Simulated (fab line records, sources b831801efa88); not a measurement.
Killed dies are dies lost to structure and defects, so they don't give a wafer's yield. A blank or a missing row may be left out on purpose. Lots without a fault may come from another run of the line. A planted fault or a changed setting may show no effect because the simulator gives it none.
fab line records | flow sky130
record lots=11 wafers=33 last_day=50
route steps=708 shown SD_P@331 LI_CONTACT@365 LOCAL_INTERCONNECT@387 PAD_OPEN@708
lots that met no fault: from a run of the same line without faults
start_h: hours from the record's first day to the start of the lot's first wafer shown | wait_h: hours since the lot's step before | " the same as in the row above | L1.1+2: a row that stands for several wafers | - no value, or no start given | * or withheld: withheld | < > ~ a bound
route shown NAME@n: a module of which the file shows steps, and the number in the route of the first | usual: mean/standard deviation of fault-free wafers | same: alike in all rows | chamber/n: place in a boat | sites: the reading at each site | _std_site: their standard deviation | _edge_site: outer sites' mean less inner sites' | radius_mm: how far each site lies from the wafer's centre | mask NAME#n: copy n | behind: the tool/chamber that last shaped the wafer | hold: why the lot was held/for how many hours/how that ended | device: the transistor (n, p or np) that didn't switch | end of line: the same wafers' tests at the end of the route | a step without rows: its recipe alone | killed: dies lost to structure and defects at the first sort, not the wafer's yield | map: a wafer's dies, x killed, . not, _ none there
set.NAME: the setting as run; set.NAME@STEP: as run at that earlier step | model.NAME: the simulator's own value behind a step, which no gauge read
steps of the route over a sample of lots; a table a step, a row a wafer
services: from which hour (start_h, from the record's first day; less than 0 if before it) a tool's chamber was out of use, for how many hours, and why
## steps
# step SKY_SD_P_TW_MEAS_11
# usual SD_P_TW=2826/25
# columns lot.wafer tool chamber start_h wait_h SD_P_TW
L446.2 film_metro-01 - 609.22 0.1 2843
L446.5 " - " " 2827
L446.6 " - " " 2838
L447.3 film_metro-02 - 630.99 0.1 2841
L447.4 " - " " 2858
L447.6 " - " " 2853
L450.4 film_metro-03 - 657.91 0.1 2795
L450.5 " - " " 2802
L450.6 " - " " 2799
L454.2 film_metro-01 - 679.19 0.1 2831
L454.3 " - " " 2832
L454.6 " - " " 2821
L455.2 film_metro-03 - 685.83 0.1 2782
L455.3 " - " " 2788
L455.6 " - " " 2789
L457.3 film_metro-01 - 713.14 0.1 2821
L457.4 " - " " 2824
L457.5 " - " " 2805
L456.1 film_metro-01 - 714.52 0.1 2824
L456.3 " - " " 2813
L456.5 " - " " 2831
L458.1 film_metro-02 - 723.78 0.1 2862
L458.3 " - " " 2864
L458.5 " - " " 2850
L460.1 film_metro-01 - 730.02 0.1 2846
L460.2 " - " " 2843
L460.6 " - " " 2861
L464.2 film_metro-02 - 757.03 0.1 2864
L464.4 " - " " 2867
L464.6 " - " " 2865
L465.1 film_metro-03 - 774.17 0.1 2816
L465.4 " - " " 2798
L465.6 " - " " 2807
# step SKY_LI_CONTACT_BOW_MEAS_03
# recipe mode=bow
# usual LI_CONTACT_BOW=57/6.8
# columns lot.wafer tool chamber start_h wait_h LI_CONTACT_BOW[um]
L446.2 film_metro-02 - 667.92 0.3 49
L446.5 " - " " 53
L446.6 " - " " 59
L447.3 film_metro-01 - 688.08 0.2 51
L447.4 " - " " 51
L447.6 " - " " 53
L450.4 film_metro-02 - 714.91 0.2 61
L450.5 " - " " 54
L450.6 " - " " 37
L454.2 film_metro-02 - 734.47 0.1 54
L454.3 " - " " 56
L454.6 " - " " 62
L455.2 film_metro-03 - 742.51 0.3 66
L455.3 " - " " 61
L455.6 " - " " 46
L457.3 film_metro-03 - 768.83 0.2 63
L457.4 " - " " 62
L457.5 " - " " 60
L456.1 film_metro-01 - 769.99 0.2 63
L456.3 " - " " 51
L456.5 " - " " 52
L458.1 film_metro-02 - 778.34 0.2 60
L458.3 " - " " 56
L458.5 " - " " 51
L460.1 film_metro-02 - 785.04 0.2 58
L460.2 " - " " 62
L460.6 " - " " 63
L464.2 film_metro-01 - 810.52 0.2 64
L464.4 " - " " 67
L464.6 " - " " 51
L465.1 film_metro-02 - 827.85 0.2 59
L465.4 " - " " 57
L465.6 " - " " 48
# step SKY_LI_CONTACT_CD_MEAS_12
# recipe target_cd_nm=170
# usual cd_nm=170.3/1.6
# columns lot.wafer tool chamber start_h wait_h cd_nm
L446.2 cd_sem-01 - 695.84 - 172.3
L446.5 " - " " 170.5
L446.6 " - " " 173.0
L447.3 cd_sem-02 - 715.70 - 170.6
L447.4 " - " " 171.4
L447.6 " - " " 171.0
L450.4 cd_sem-02 - 741.92 - 169.8
L450.5 " - " " 170.2
L450.6 " - " " 169.1
L454.2 cd_sem-02 - 761.43 - 170.8
L454.3 " - " " 170.5
L454.6 " - " " 169.4
L455.2 cd_sem-01 - 769.58 - 168.8
L455.3 " - " " 170.1
L455.6 " - " " 170.9
L457.3 cd_sem-02 - 795.66 - 173.5
L457.4 " - " " 171.6
L457.5 " - " " 174.7
L456.1 cd_sem-01 - 796.36 - 169.2
L456.3 " - " " 169.7
L456.5 " - " " 170.9
L458.1 cd_sem-02 - 805.31 - 169.5
L458.3 " - " " 169.1
L458.5 " - " " 169.3
L460.1 cd_sem-01 - 812.01 - 170.8
L460.2 " - " " 170.7
L460.6 " - " " 170.5
L464.2 cd_sem-01 - 836.59 - 168.8
L464.4 " - " " 169.3
L464.6 " - " " 168.0
L465.1 cd_sem-01 - 853.96 - 168.3
L465.4 " - " " 169.3
L465.6 " - " " 169.5
# step SKY_LOCAL_INTERCONNECT_SPUTTER_00
# recipe material=TiN target_thk_nm=100 temp_c=300 power_w=6500 time_s=83.3 chamber_pressure_pa=0.4
# usual throttle_valve_pct=30.0/0.79
# columns lot.wafer tool chamber start_h wait_h throttle_valve_pct
L446.2 pvd_sputter-04 - 697.14 0.1 30.1
L446.5 " - " " 29.9
L446.6 " - " " 29.7
L447.3 pvd_sputter-02 - 717.11 0.2 29.1
L447.4 " - " " 29.7
L447.6 " - " " 29.9
L450.4 pvd_sputter-03 - 743.18 0.2 29.1
L450.5 " - " " 30.6
L450.6 " - " " 28.8
L454.2 pvd_sputter-03 - 762.73 0.2 28.9
L454.3 " - " " 30.6
L454.6 " - " " 30.5
L455.2 pvd_sputter-03 - 770.90 0.1 28.6
L455.3 " - " " 31.1
L455.6 " - " " 30.6
L457.3 pvd_sputter-04 - 796.94 0.1 29.9
L457.4 " - " " 29.4
L457.5 " - " " 30.2
L456.1 pvd_sputter-02 - 797.69 0.1 30.7
L456.3 " - " " 30.9
L456.5 " - " " 30.8
L458.1 pvd_sputter-04 - 806.63 0.2 30.1
L458.3 " - " " 30.0
L458.5 " - " " 30.6
L460.1 pvd_sputter-04 - 813.34 0.1 29.9
L460.2 " - " " 30.7
L460.6 " - " " 30.7
L464.2 pvd_sputter-02 - 837.93 0.1 30.1
L464.4 " - " " 30.7
L464.6 " - " " 30.0
L465.1 pvd_sputter-02 - 855.33 0.2 30.6
L465.4 " - " " 29.8
L465.6 " - " " 30.0
# step SKY_LOCAL_INTERCONNECT_RS_MEAS_01
# recipe thk_meas_gauge=four-point-probe reads=TiN_of_LOCAL_INTERCONNECT_SPUTTER_00
# usual LOCAL_INTERCONNECT_TIN_RS=14.10/0.19
# columns lot.wafer tool chamber start_h wait_h LOCAL_INTERCONNECT_TIN_RS[ohm/sq]
L446.2 film_metro-04 - 697.22 0.1 13.93
L446.5 " - " " 14.04
L446.6 " - " " 13.95
L447.3 film_metro-03 - 717.21 0.1 13.88
L447.4 " - " " 13.88
L447.6 " - " " 13.88
L450.4 film_metro-04 - 743.30 0.1 14.27
L450.5 " - " " 14.40
L450.6 " - " " 14.33
L454.2 film_metro-01 - 762.81 0.1 14.33
L454.3 " - " " 15.97
L454.6 " - " " 16.08
L455.2 film_metro-04 - 770.98 0.1 14.26
L455.3 " - " " 14.21
L455.6 " - " " 16.05
L457.3 film_metro-01 - 797.04 0.1 14.11
L457.4 " - " " 14.02
L457.5 " - " " 14.10
L456.1 film_metro-03 - 797.76 0.0 13.99
L456.3 " - " " 13.91
L456.5 " - " " 13.94
L458.1 film_metro-01 - 806.69 0.0 14.20
L458.3 " - " " 14.34
L458.5 " - " " 14.16
L460.1 film_metro-01 - 813.41 0.0 14.01
L460.2 " - " " 13.89
L460.6 " - " " 13.93
L464.2 film_metro-04 - 838.01 0.1 13.94
L464.4 " - " " 13.88
L464.6 " - " " 14.13
L465.1 film_metro-04 - 855.39 0.0 14.10
L465.4 " - " " 14.18
L465.6 " - " " 14.16
# step SKY_LOCAL_INTERCONNECT_THK_MEAS_02
# recipe thk_meas_gauge=xrf reads=TiN_of_LOCAL_INTERCONNECT_SPUTTER_00
# usual LOCAL_INTERCONNECT_TIN_THK=100.7/1.4
# columns lot.wafer tool chamber start_h wait_h LOCAL_INTERCONNECT_TIN_THK[nm]
L446.2 film_metro-04 - 697.33 0.1 101.6
L446.5 " - " " 100.8
L446.6 " - " " 101.5
L447.3 film_metro-03 - 717.31 0.1 101.7
L447.4 " - " " 101.9
L447.6 " - " " 102.0
L450.4 film_metro-04 - 743.39 0.1 99.2
L450.5 " - " " 98.6
L450.6 " - " " 99.0
L454.2 film_metro-01 - 762.92 0.1 99.6
L454.3 " - " " 90.8
L454.6 " - " " 90.6
L455.2 film_metro-04 - 771.09 0.1 99.4
L455.3 " - " " 100.1
L455.6 " - " " 90.6
L457.3 film_metro-01 - 797.14 0.1 101.2
L457.4 " - " " 101.3
L457.5 " - " " 101.1
L456.1 film_metro-03 - 797.88 0.1 101.5
L456.3 " - " " 102.4
L456.5 " - " " 101.8
L458.1 film_metro-01 - 806.81 0.1 100.0
L458.3 " - " " 99.0
L458.5 " - " " 99.9
L460.1 film_metro-01 - 813.53 0.1 101.6
L460.2 " - " " 102.4
L460.6 " - " " 101.7
L464.2 film_metro-04 - 838.12 0.1 101.2
L464.4 " - " " 101.5
L464.6 " - " " 99.8
L465.1 film_metro-04 - 855.51 0.1 100.6
L465.4 " - " " 100.0
L465.6 " - " " 100.3
# step SKY_LOCAL_INTERCONNECT_METAL_ETCH_14
# recipe target_depth_nm=110 stop_on=PSG chemistry=Cl2/BCl3 target=TiN resist_sidewall_deg=88 pressure_mtorr=10 icp_w=900 bias_w=48.5 Cl2_flow_sccm=60 bcl3_flow_sccm=30 time_s=31.4
# usual drypump_motor_current_A=6.2/0.36 oes_product_au=0.943/0.0087 throttle_valve_pct=21.901/0.011
# columns lot.wafer tool chamber start_h wait_h drypump_motor_current_A oes_product_au rf_hours_counter_h throttle_valve_pct
L446.2 rie_metal-01 0 725.38 0.0 5.7 0.956 14 21.885
L446.5 " 0 " " 5.7 0.954 - 21.908
L446.6 " 1 " " 6.3 0.951 - 21.903
L447.3 rie_metal-01 0 744.40 0.0 5.7 0.961 - 21.895
L447.4 " 1 " " 6.3 0.947 - 21.888
L447.6 " 0 " " 5.7 0.949 - 21.898
L450.4 rie_metal-03 1 770.80 0.1 6.7 0.940 - 21.910
L450.5 " 1 " " 6.7 0.930 - 21.908
L450.6 " 1 " " 6.8 0.936 - 21.900
L454.2 rie_metal-01 0 789.79 0.0 5.7 0.935 0 21.906
L454.3 " 0 " " 5.7 0.885 - 21.933
L454.6 " 1 " " 6.3 0.888 - 21.918
L455.2 rie_metal-03 1 797.53 0.0 6.7 0.940 12 21.908
L455.3 " 0 " " 5.9 0.945 - 21.898
L455.6 " 1 " " 6.7 0.877 - 21.942
L457.3 rie_metal-03 0 823.46 0.0 5.9 0.939 - 21.909
L457.4 " 1 " " 6.7 0.950 - 21.906
L457.5 " 1 " " 6.7 0.950 - 21.902
L456.1 rie_metal-03 0 824.33 0.0 5.9 0.950 2 21.888
L456.3 " 1 " " 6.8 0.952 - 21.895
L456.5 " 1 " " 6.8 0.957 - 21.904
L458.1 rie_metal-02 1 832.84 0.0 6.4 0.939 4 21.898
L458.3 " 1 " " 6.4 0.928 - 21.920
L458.5 " 0 " " 5.8 0.939 - 21.901
L460.1 rie_metal-01 0 839.29 0.0 5.7 0.939 2 21.884
L460.2 " 1 " " 6.3 0.941 14 21.885
L460.6 " 0 " " 5.7 0.951 - 21.895
L464.2 rie_metal-02 1 864.26 0.1 6.4 0.947 - 21.889
L464.4 " 1 " " 6.4 0.957 - 21.899
L464.6 " 1 " " 6.4 0.942 - 21.916
L465.1 rie_metal-01 1 881.74 0.0 6.3 0.941 16 21.922
L465.4 " 0 " " 5.7 0.940 - 21.910
L465.6 " 1 " " 6.3 0.946 - 21.896
# step SKY_PAD_OPEN_PROBE_99
# usual killed_at_M0_to_M3=43/6.7 killed_at_M4_up=3.2/1.9 killed_at_contacts=24/5.9 killed_at_front_end=15/4.1 killed_at_other=0.3/0.56 killed_dies=86/9.5 killed_open=47/7.4 killed_short=39/5.5
# same gross_dies=492 killed_at_back_side=0
# columns lot.wafer tool chamber start_h wait_h killed_at_M0_to_M3 killed_at_M4_up killed_at_contacts killed_at_front_end killed_at_other killed_dies killed_open killed_short
L456.1 prober-02 - 1160.89 0.1 45 7 17 18 0 87 51 36
# killed by level:class
L456.1 VIA1:geometric_particle:open=13 CONTACT:geometric_particle:open=10 METAL1:geometric_particle:short=8 VIA2:geometric_particle:open=7 METAL4:geometric_particle:short=6 LI_CONTACT:geometric_particle:open=4 FIELD_ISO:geometric_particle:short=3 POLY_GATE:geometric_particle:open=3
## services
# columns tool chamber start_h hours kind
rie_metal-03 - 691.38 0.4 repair
pvd_sputter-02 - 718.28 0.5 repair
pvd_sputter-04 - 720.41 9.6 repair
rie_metal-03 1 727.80 32.1 repair
pvd_sputter-04 - 750.42 3.3 repair
rie_metal-03 0 750.64 4.3 repair
rie_metal-03 0 759.85 - clean
rie_metal-03 0 759.85 13.5 scheduled_down
rie_metal-03 0 759.85 13.5 vent_cycle
rie_metal-01 0 761.06 - clean
rie_metal-01 0 761.06 20.0 scheduled_down
rie_metal-01 0 761.06 20.0 vent_cycle
pvd_sputter-02 - 763.54 2.9 repair
rie_metal-01 - 799.70 0.2 repair
rie_metal-03 - 804.14 2.8 pm
pvd_sputter-03 3 832.63 - consumable_replace:kit
pvd_sputter-03 3 832.63 18.0 scheduled_down
pvd_sputter-03 3 832.63 18.0 vent_cycle
pvd_sputter-04 0 873.57 - consumable_replace:kit
pvd_sputter-04 0 873.57 18.0 scheduled_down
pvd_sputter-04 0 873.57 18.0 vent_cycle
pvd_sputter-02 0 876.91 - consumable_replace:kit
pvd_sputter-02 0 876.91 18.0 scheduled_down
pvd_sputter-02 0 876.91 18.0 vent_cycle
## key
first_sign step=SKY_LOCAL_INTERCONNECT_RS_MEAS_01 reading=LOCAL_INTERCONNECT_TIN_RS direction=up sigmas=10 usual=14.10 struck=16.03
effect step=SKY_LOCAL_INTERCONNECT_THK_MEAS_02 reading=LOCAL_INTERCONNECT_TIN_THK direction=down sigmas=7.1 usual=100.7 struck=90.7
effect step=SKY_LOCAL_INTERCONNECT_METAL_ETCH_14 reading=oes_product_au direction=down sigmas=7 usual=0.943 struck=0.883
met_at SKY_LOCAL_INTERCONNECT_SPUTTER_00
struck_lots L454,L455
struck_wafers L454.3,L454.6,L455.6
tester_left_out L454,L455
not_acting_at SKY_SD_P_TW_MEAS_11,SKY_LI_CONTACT_BOW_MEAS_03,SKY_LI_CONTACT_CD_MEAS_12
onset_between 743.18 762.73
fault kind=site_profile_drift tool=pvd_sputter-03 chamber=- onset_h=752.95 steps=SKY_LOCAL_INTERCONNECT_SPUTTER_00 basis=fraction max_abs_drift=0.21161 slope_share_per_hr=105.8 site_pattern=0,0,0,0,0,-1,-1,-1,-1 scope=struck_wafers_only
# tester_left_out: of these lots the tester's yield and bins aren't shown, on N5 and GAA mostly nor the transistor test; their killed dies are dies lost to structure and defects alone, not to doping, threshold or leakage, so they don't give the yield
